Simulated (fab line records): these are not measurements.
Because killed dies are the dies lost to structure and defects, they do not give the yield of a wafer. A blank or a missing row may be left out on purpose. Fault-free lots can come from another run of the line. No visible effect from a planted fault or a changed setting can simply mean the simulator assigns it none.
Matching of chambers -- flow gf180mcu -- GF_V3_ETCH_16 on rie diel-03 has 4 sister chambers
The step etches BARC in N2/H2. 14 wafers are shown with their chamber, then 7 later ones without.

## WAFERS PAIRED WITH THEIR CHAMBERS
wafer,chamber,bias w (W),oes product au (a.u.),throttle valve pct (%)
L296.1,3,100.3,0.852,13.238
L296.3,0,99.7,0.860,13.232
L296.4,3,100.3,0.859,13.213
L297.1,2,100.0,0.854,13.219
L297.5,2,99.9,0.860,13.213
L297.6,1,99.5,0.861,13.224
L303.1,2,100.1,0.857,13.234
L303.2,1,100.4,0.856,13.231
L303.6,3,99.7,0.857,13.237
L305.1,0,100.0,0.853,13.212
L305.5,0,99.5,0.851,13.225
L305.6,3,100.0,0.853,13.223
L306.2,1,99.7,0.852,13.226
L306.4,3,100.5,0.853,13.223

SIGNATURES, as means of the wafers listed above
reading,chamber 0,chamber 1,chamber 2,chamber 3,scatter within a chamber
bias w,99.733,99.867,100.000,100.160,0.314
oes product au,0.85467,0.85633,0.85700,0.85480,0.00374
throttle valve pct,13.22300,13.22700,13.22200,13.22680,0.00956
Rule: distance of a wafer from a chamber = root of the sum over the readings of ((wafer's reading minus chamber's mean) / reading's scatter) squared. The wafer belongs to the nearest chamber; if the next one is less than 2 further off, it can't be placed. The scatter is the square root of a quotient: the sum, over the shown wafers, of each reading's squared deviation from its chamber's mean, divided by wafers minus chambers.

## WAFERS MISSING THEIR CHAMBER
wafer,bias w (W),oes product au (a.u.),throttle valve pct (%)
L306.6,100.5,0.854,13.211
L307.2,100.0,0.852,13.225
L307.4,99.9,0.856,13.204
L307.6,99.7,0.848,13.222
L318.1,99.8,0.854,13.226
L318.4,99.9,0.858,13.207
L318.5,99.9,0.855,13.222

## WHICH CHAMBER EACH ONE RAN IN
wafer,from the rows above,in truth
L306.6,can't be placed: 3 or 2 or 1 or 0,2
L307.2,can't be placed: 3 or 0 or 1 or 2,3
L307.4,can't be placed: 2 or 0 or 1 or 3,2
L307.6,can't be placed: 0 or 1 or 3 or 2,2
L318.1,can't be placed: 0 or 1 or 2 or 3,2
L318.4,can't be placed: 2 or 0 or 1 or 3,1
L318.5,can't be placed: 0 or 2 or 1 or 3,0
Correct placement for 0 of the 7. Can't be placed from these rows: 7 (the true chamber is among the candidates in 7). Placed wrongly: 0.
